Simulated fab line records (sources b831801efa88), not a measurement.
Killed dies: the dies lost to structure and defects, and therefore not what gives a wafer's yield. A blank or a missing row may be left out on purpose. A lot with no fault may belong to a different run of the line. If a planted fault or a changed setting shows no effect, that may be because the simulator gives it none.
The tool behind it: which one? :: flow gf180mcu :: 6 lots with 18 wafers sampled at 4 steps, on a route of 602 steps

== WHAT THE GAUGES READ, wafer by wafer ==
GF_PASSIVATION_THK_MEAS_03.
lot: L485
measured: day 30 01:01
on: film_metro-04
PASSIVATION_CVD_02_THK (nm): 701 698 712

lot: L488
measured: day 30 11:13
on: film_metro-04
PASSIVATION_CVD_02_THK (nm): 698 698 695

lot: L490
measured: day 31 07:53
on: film_metro-04
PASSIVATION_CVD_02_THK (nm): 692 711 699

lot: L493
measured: day 32 01:13
on: film_metro-04
PASSIVATION_CVD_02_THK (nm): 696 701 713

lot: L500
measured: day 33 15:13
on: film_metro-01
PASSIVATION_CVD_02_THK (nm): 697 696 706

lot: L503
measured: day 34 05:33
on: film_metro-04
PASSIVATION_CVD_02_THK (nm): 699 693 699

== WHAT TOOL EACH LOT RAN ON (gives the tool, then ch and the chambers of the sampled wafers, and finally the start) ==
lot: L485
GF_M2_METAL_ETCH_16: rie_metal-04 ch 0,1, day 21 12:20
GF_V5_ETCH_17: rie_diel-03 ch 0,2, day 29 03:52 or earlier
GF_TOP_METAL_SPUTTER_01: pvd_sputter-04, day 29 03:52

lot: L488
GF_M2_METAL_ETCH_16: rie_metal-01 ch 0,1, day 22 02:17
GF_V5_ETCH_17: rie_diel-04 ch 0,1,2, day 29 14:58 or earlier
GF_TOP_METAL_SPUTTER_01: pvd_sputter-01, day 29 14:58

lot: L490
GF_M2_METAL_ETCH_16: rie_metal-03 ch 0,1, day 23 05:44
GF_V5_ETCH_17: rie_diel-03 ch 0,1, day 30 12:58 or earlier
GF_TOP_METAL_SPUTTER_01: pvd_sputter-04, day 30 12:58

lot: L493
GF_M2_METAL_ETCH_16: rie_metal-03 ch 0,1, day 24 01:38
GF_V5_ETCH_17: rie_diel-03 ch 1,2, day 31 06:38 or earlier
GF_TOP_METAL_SPUTTER_01: pvd_sputter-01, day 31 06:38

lot: L500
GF_M2_METAL_ETCH_16: rie_metal-03 ch 0,1, day 26 04:32
GF_V5_ETCH_17: rie_diel-03 ch 0,2,3, day 32 22:04 or earlier
GF_TOP_METAL_SPUTTER_01: pvd_sputter-01, day 32 22:04

lot: L503
GF_M2_METAL_ETCH_16: rie_metal-04 ch 0,1, day 26 22:59
GF_V5_ETCH_17: rie_diel-03 ch 1,2,3, day 33 13:01 or earlier
GF_TOP_METAL_SPUTTER_01: pvd_sputter-02, day 33 13:01
- GF_M2_METAL_ETCH_16: etches the open film in Cl2/BCl3, stops on SiO2, target depth 750.8 nm, time 125.1 s.
- GF_V5_ETCH_17: etches SiO2 in C4F8/O2/Ar, stops on TiN, target depth 855 nm.
- GF_TOP_METAL_SPUTTER_01: material TiN, target thk 30 nm, time 25 s.

== THE ANSWER, worked out from the rows above alone ==
Rule: the lots themselves supply what counts as usual. The widest of any qualifying gaps counts: lots, ordered by their means at a reading, are off when they make up no more than a third of the lots, leave a main group of 4 or more, and stand apart from it by 3 or more times the standard deviation of that group's means. If all means in a main group match to the digits the tables above print for the reading, that group is not used. Also off: a lot with no number at a reading for which 4 or more lots have one. Any other lot the step has rows for is counted as sound.
None of the lots is off at any reading shown; this tells nothing.

== WHAT THE SIMULATOR PUT IN ==
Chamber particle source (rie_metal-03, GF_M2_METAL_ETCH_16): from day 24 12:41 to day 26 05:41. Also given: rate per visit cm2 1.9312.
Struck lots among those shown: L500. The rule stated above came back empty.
